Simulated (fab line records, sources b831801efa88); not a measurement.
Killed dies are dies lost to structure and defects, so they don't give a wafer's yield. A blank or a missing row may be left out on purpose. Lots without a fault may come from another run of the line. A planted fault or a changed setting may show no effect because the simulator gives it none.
Chamber matching | flow gf180mcu | GF_V2_CMP_26 on cmp-02: 4 sister chambers
The step polishes, stops on SiO2, t overpolish 15 s, target thk 0 nm. 4 wafers are shown with their chamber, then 7 later ones without.

WAFERS WITH THEIR CHAMBER
wafer  | chamber | motor_current_A (A)
L639.4 | 1       | 11.2
L639.6 | 2       | 12.4
L640.2 | 3       | 11.3
L640.5 | 0       | 11.8

WAFERS WITHOUT THEIR CHAMBER
wafer  | motor_current_A (A)
L640.6 | 11.2
L641.1 | 12.5
L641.3 | 11.0
L641.5 | 12.6
L642.3 | 12.2
L642.4 | 13.2
L642.6 | 10.3

WHICH CHAMBER EACH WENT THROUGH
wafer  | from the rows above               | in truth
L640.6 | can't be placed: 1 or 3 or 0      | 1
L641.1 | can't be placed: 2 or 0           | 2
L641.3 | can't be placed: 1 or 3 or 0      | 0
L641.5 | can't be placed: 2 or 0           | 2
L642.3 | can't be placed: 2 or 0 or 3 or 1 | 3
L642.4 | can't be placed: 2 or 0           | 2
L642.6 | can't be placed: 1 or 3 or 0      | 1
Placed correctly: 0 of 7. Can't be placed from these rows: 7 (the true chamber is among the candidates in 7). Placed wrongly: 0.
How it was worked out, from the rows above alone: a wafer's distance from a chamber is the root of the sum, over the readings, of the square of ((its reading less the chamber's mean) divided by the reading's scatter). The wafer belongs to the nearest chamber; if the next one is less than 2 further off, it can't be placed. A chamber's mean is the mean of its shown wafers. The scatter: with one shown wafer a chamber, the root of the mean of the squares of how far each hidden wafer lies from its nearest shown one.
